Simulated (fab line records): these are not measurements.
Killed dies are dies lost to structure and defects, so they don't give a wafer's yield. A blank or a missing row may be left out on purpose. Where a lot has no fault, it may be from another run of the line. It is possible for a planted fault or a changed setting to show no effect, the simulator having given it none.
fab line records | flow gf180mcu
[record] lots = 6 | wafers = 18 | lastDay = 34
route steps=602 shown HV_LDD@216
lots with no fault: from the same line, run without faults
startH: the number of hours between the record's first day and the start of the first shown wafer of the lot | waitH: hours since the lot's step before | " unchanged from the row above | L1.1+2: a row that stands for several wafers | - no value present, or no start provided | * or withheld: withheld | < > ~ a bound
route shown NAME@n: NAME is a module with steps in the file, n the number in the route of the first one | usual: mean/standard deviation taken from wafers without a fault | same: alike in all rows | chamber/n: place in a boat | sites: per-site readings | _std_site: the values' standard deviation | _edge_site: inner sites' mean taken away from outer sites' mean | radiusMm: how far each site lies from the wafer's centre | mask NAME#n: copy n | behind: tool/chamber where the wafer was last shaped | hold: what put the lot on hold/how long, in hours/how the hold closed | device: the transistor (n, p or np) that didn't switch | end of line: at the end of the route, the tests of the same wafers | a step without rows: its recipe alone | killed: dies lost to structure and defects at the first sort, not the wafer's yield | map: a wafer's dies, marking killed ones x, the rest . and places with no die _
set.NAME: the setting as run; set.NAME@STEP: as run at that earlier step | model.NAME: the simulator's own value behind a step, which no gauge read
lots seen at some steps along the route; tables by step, rows by wafer
services: the hour from which a tool's chamber was out of use, counted from the record's first day as startH (under 0 if before that day), plus the number of hours and why
[[steps]]
[step GF_HV_LDD_HMDS_40]
[recipe] primeTimeS = 60 | primeTempC = 120
[step GF_HV_LDD_COAT_41]
[recipe] resist = NOVOLAK | spinRpm = 3000 | resistThkNm = 1000
[step GF_HV_LDD_SOFTBAKE_42]
[recipe] tempC = 90 | timeS = 60 | resist = NOVOLAK
[step GF_HV_LDD_EXPOSE_43]
[recipe] maskId = Pplus_HV_AREA | targetCdNm = 400 | na = 0.6 | sourceShape = conventional | sigmaOuter = 0.6 | doseMj = 140
[step GF_HV_LDD_PEB_44]
[recipe] tempC = withheld | timeS = * | resist = NOVOLAK
[step GF_HV_LDD_DEVELOP_45]
[recipe] developTimeS = 60 | devTempC = 23
[step GF_HV_LDD_CD_MEAS_46]
[recipe] targetCdNm = 400
[usual] cdNm = 400.3/2.6
lot.wafer | tool     | chamber | startH | waitH | cdNm
L458.2    | cdSem-01 | -       | 342.93 | 0.1   | 398.8
L458.5    | "        | -       | "      | "     | 398.1
L458.6    | "        | -       | "      | "     | 399.9
L459.2    | cdSem-02 | -       | 356.65 | 0.1   | 400.6
L459.3    | "        | -       | "      | "     | 401.5
L459.6    | "        | -       | "      | "     | 399.7
L465.1    | cdSem-02 | -       | 406.37 | 0.1   | 398.1
L465.2    | "        | -       | "      | "     | 399.0
L465.3    | "        | -       | "      | "     | 397.4
L466.1    | cdSem-01 | -       | 411.24 | 0.1   | 401.9
L466.2    | "        | -       | "      | "     | 399.9
L466.4    | "        | -       | "      | "     | 400.9
L467.2    | cdSem-02 | -       | 419.16 | 0.1   | 398.3
L467.3    | "        | -       | "      | "     | 399.1
L467.5    | "        | -       | "      | "     | 398.9
L469.2    | cdSem-02 | -       | 440.33 | 0.1   | 402.3
L469.5    | "        | -       | "      | "     | 402.0
L469.6    | "        | -       | "      | "     | 402.1
[step GF_HV_LDD_OVL_MEAS_47]
[usual] HV_LDD_03_OVL = 0.2/1.6
lot.wafer | tool       | chamber | startH | waitH | HV_LDD_03_OVL[nm]
L458.2    | overlay-01 | -       | 343.03 | 0.1   | -0.4
L458.5    | "          | -       | "      | "     | 2.3
L458.6    | "          | -       | "      | "     | 1.0
L459.2    | overlay-02 | -       | 356.75 | 0.1   | -1.8
L459.3    | "          | -       | "      | "     | -1.3
L459.6    | "          | -       | "      | "     | -2.2
L465.1    | overlay-01 | -       | 406.49 | 0.1   | -0.7
L465.2    | "          | -       | "      | "     | 1.4
L465.3    | "          | -       | "      | "     | 0.3
L466.1    | overlay-01 | -       | 411.36 | 0.1   | -0.4
L466.2    | "          | -       | "      | "     | -0.7
L466.4    | "          | -       | "      | "     | 0.0
L467.2    | overlay-02 | -       | 419.27 | 0.1   | 2.3
L467.3    | "          | -       | "      | "     | 0.1
L467.5    | "          | -       | "      | "     | 2.1
L469.2    | overlay-01 | -       | 440.43 | 0.1   | 0.6
L469.5    | "          | -       | "      | "     | 1.5
L469.6    | "          | -       | "      | "     | 1.1
[step GF_HV_LDD_IMPLANT_48]
[recipe] species = B | energyKev = 25.48 | doseCm2 = 3e+13 | tiltDeg = 7
[step GF_HV_LDD_STRIP_49]
[recipe] chemistry = O2/N2 | powerW = 1400 | pressureMtorr = 1500 | platenTempC = 250 | o2FlowSccm = 3000 | n2FlowSccm = 300 | overashFraction = 0.5
[usual] drypumpMotorCurrentA = 5.8/0.66 | heaterPowerW = 324/24 | oesProductAu = 0.716/0.0043 | stripTimeToEndpointS = 12.63/0.034
lot.wafer | tool           | chamber | startH | waitH | drypumpMotorCurrentA | heaterPowerW | oesProductAu | rfHoursCounterH | stripTimeToEndpointS
L458.2    | plasmaAsher-01 | 0       | 343.21 | 0.1   | 5.6                  | 291          | 0.723        | 57              | 12.58
L458.5    | "              | 0       | "      | "     | 5.6                  | 300          | 0.712        | -               | 12.60
L458.6    | "              | 1       | "      | "     | 5.9                  | 315          | 0.721        | -               | 12.59
L459.2    | plasmaAsher-01 | 1       | 356.93 | 0.1   | 5.8                  | 323          | 0.711        | 59              | 12.60
L459.3    | "              | 0       | "      | "     | 5.6                  | 290          | 0.717        | -               | 12.62
L459.6    | "              | 1       | "      | "     | 5.8                  | 318          | 0.715        | -               | 12.58
L465.1    | plasmaAsher-04 | 1       | 406.68 | 0.1   | 4.7                  | 359          | 0.717        | 28              | 12.57
L465.2    | "              | 0       | "      | "     | 6.6                  | 322          | 0.718        | 28              | 12.57
L465.3    | "              | 0       | "      | "     | 6.7                  | 331          | 0.714        | -               | 12.58
L466.1    | plasmaAsher-04 | 1       | 411.55 | 0.1   | 4.8                  | 361          | 0.713        | 29              | 12.61
L466.2    | "              | 0       | "      | "     | 6.7                  | 328          | 0.717        | 29              | 12.59
L466.4    | "              | 1       | "      | "     | 4.7                  | 370          | 0.707        | -               | 12.64
L467.2    | plasmaAsher-04 | 1       | 419.45 | 0.1   | 4.7                  | 361          | 0.712        | 31              | 12.69
L467.3    | "              | 1       | "      | "     | 4.7                  | 362          | 0.717        | -               | 12.70
L467.5    | "              | 1       | "      | "     | 4.7                  | 369          | 0.713        | -               | 12.66
L469.2    | plasmaAsher-03 | 0       | 440.61 | 0.1   | 6.7                  | 357          | 0.716        | 75              | 12.65
L469.5    | "              | 0       | "      | "     | 6.7                  | 356          | 0.717        | -               | 12.62
L469.6    | "              | 1       | "      | "     | 6.0                  | 302          | 0.712        | -               | 12.59
[step GF_HV_LDD_TW_MEAS_50]
[usual] HV_LDD_4_TW = 570/3.7
lot.wafer | tool         | chamber | startH | waitH | HV_LDD_4_TW
L458.2    | filmMetro-01 | -       | 343.32 | 0.1   | 569
L458.5    | "            | -       | "      | "     | 564
L458.6    | "            | -       | "      | "     | 570
L459.2    | filmMetro-01 | -       | 357.04 | 0.1   | 569
L459.3    | "            | -       | "      | "     | 565
L459.6    | "            | -       | "      | "     | 569
L465.1    | filmMetro-01 | -       | 406.78 | 0.1   | 568
L465.2    | "            | -       | "      | "     | 568
L465.3    | "            | -       | "      | "     | 566
L466.1    | filmMetro-04 | -       | 411.65 | 0.1   | 567
L466.2    | "            | -       | "      | "     | 573
L466.4    | "            | -       | "      | "     | 573
L467.2    | filmMetro-04 | -       | 419.56 | 0.1   | 568
L467.3    | "            | -       | "      | "     | 574
L467.5    | "            | -       | "      | "     | 570
L469.2    | filmMetro-03 | -       | 440.72 | 0.1   | 575
L469.5    | "            | -       | "      | "     | 574
L469.6    | "            | -       | "      | "     | 574
[step GF_HV_LDD_CLEAN_51]
[recipe] chemistry = SC1/SC2 | mix = 1:4:20 | tempC = 70 | timeS = 150 | dry = n2Spin
[step GF_HV_LDD_RTA_52]
[recipe] tempC = 1000 | timeS = 10 | ambient = N2
[usual] annealTempCMax = 1005.5/2.1 | chamberO2Ppm = 1.996/0.022 | lampPowerPct = 35/4.9 | wafer_temp_C_max = 1004.9/1.8
lot.wafer | tool         | chamber | startH | waitH | annealTempCMax | chamberO2Ppm | lampPowerPct | wafer_temp_C_max
L458.2    | rtpAnneal-01 | 0       | 343.44 | 0.0   | 1003.4         | 2.000        | 31           | 1004.3
L458.5    | "            | 0       | "      | "     | 1003.1         | 1.979        | 31           | 1002.9
L458.6    | "            | 0       | "      | "     | 1003.7         | 1.978        | 31           | 1003.2
L459.2    | rtpAnneal-01 | 0       | 357.15 | 0.0   | 1004.0         | 1.990        | 31           | 1003.6
L459.3    | "            | 0       | "      | "     | 1005.7         | 1.985        | 31           | 1003.6
L459.6    | "            | 0       | "      | "     | 1003.2         | 1.981        | 31           | 1003.3
L465.1    | rtpAnneal-02 | -       | 406.89 | 0.0   | -              | -            | -            | -
L465.2    | "            | -       | "      | "     | -              | -            | -            | -
L465.3    | "            | -       | "      | "     | -              | -            | -            | -
L466.1    | rtpAnneal-01 | -       | 411.77 | 0.0   | -              | -            | -            | -
L466.2    | "            | -       | "      | "     | -              | -            | -            | -
L466.4    | "            | -       | "      | "     | -              | -            | -            | -
L467.2    | rtpAnneal-02 | 0       | 419.68 | 0.0   | 1006.7         | 2.006        | 40           | 1008.7
L467.3    | "            | 0       | "      | "     | 1007.7         | 2.007        | 40           | 1006.4
L467.5    | "            | 0       | "      | "     | 1007.0         | 1.978        | 40           | 1007.0
L469.2    | rtpAnneal-02 | 0       | 440.83 | 0.0   | 1010.7         | 1.977        | 40           | 1008.4
L469.5    | "            | 0       | "      | "     | 1007.3         | 1.990        | 40           | 1006.7
L469.6    | "            | 0       | "      | "     | 1007.1         | 2.002        | 40           | 1005.7
[step GF_HV_LDD_RS_MEAS_53]
[recipe] thkMeasGauge = four-point-probe
[usual] HV_LDD_RS = 423.2/0.93
lot.wafer | tool         | chamber | startH | waitH | HV_LDD_RS[ohm/sq]
L458.2    | filmMetro-04 | -       | 343.51 | 0.1   | 422.1
L458.5    | "            | -       | "      | "     | 422.0
L458.6    | "            | -       | "      | "     | 421.3
L459.2    | filmMetro-01 | -       | 357.23 | 0.1   | 423.6
L459.3    | "            | -       | "      | "     | 422.3
L459.6    | "            | -       | "      | "     | 423.4
L465.1    | filmMetro-04 | -       | 406.96 | 0.1   | -
L465.2    | "            | -       | "      | "     | -
L465.3    | "            | -       | "      | "     | -
L466.1    | filmMetro-04 | -       | 411.85 | 0.1   | -
L466.2    | "            | -       | "      | "     | -
L466.4    | "            | -       | "      | "     | -
L467.2    | filmMetro-03 | -       | 419.75 | 0.1   | 423.2
L467.3    | "            | -       | "      | "     | 423.1
L467.5    | "            | -       | "      | "     | 423.9
L469.2    | filmMetro-03 | -       | 440.91 | 0.1   | 423.0
L469.5    | "            | -       | "      | "     | 422.3
L469.6    | "            | -       | "      | "     | 422.2
[step GF_HV_LDD_CVD_54]
[recipe] material = SiO2 | targetThkNm = 10 | precursor = TEOS | tempC = 680 | timeS = 75 | pressureMtorr = 400
[[services]]
tool           | chamber | startH | hours | kind
plasmaAsher-04 | -       | 341.70 | 2.8   | pm
plasmaAsher-03 | -       | 355.58 | 59.6  | repair
plasmaAsher-01 | -       | 390.59 | 5.2   | repair
plasmaAsher-01 | -       | 408.09 | 15.6  | pm
plasmaAsher-01 | -       | 423.69 | 10.0  | pm
rtpAnneal-02   | -       | 429.10 | 4.1   | pm
[[key]]
[firstSign] step = GF_HV_LDD_RTA_52 | reading = toolRecord | direction = missing
[effect] step = GF_HV_LDD_RS_MEAS_53 | reading = HV_LDD_RS | direction = missing
metAt GF_HV_LDD_RTA_52
struckWafers L465.1,L465.2,L465.3,L466.1,L466.2,L466.4
laterRowsLeftOut L465.1,L465.2,L465.3,L466.1,L466.2,L466.4
sortLeftOut L465.1,L465.2,L465.3,L466.1,L466.2,L466.4
testerLeftOut L465,L466
onsetBetween 357.15 406.89
[fault] kind = skippedStepWhole | tool = rtpAnneal-01,rtpAnneal-02 | chamber = - | onsetH = 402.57 | steps = GF_HV_LDD_RTA_52 | scope = struckLotsOnly
// testerLeftOut: of these lots the tester's yield and bins aren't shown, on N5 and GAA mostly nor the transistor test; their killed dies are dies lost to structure and defects alone, not to doping, threshold or leakage, so they don't give the yield
// sortLeftOut: the simulated sort isn't trusted on such a fault, so these wafers' sort isn't shown, and their yield isn't known
// laterRowsLeftOut: the simulator's readings of these wafers behind a module that went badly wrong aren't trusted and aren't shown, but for the sort
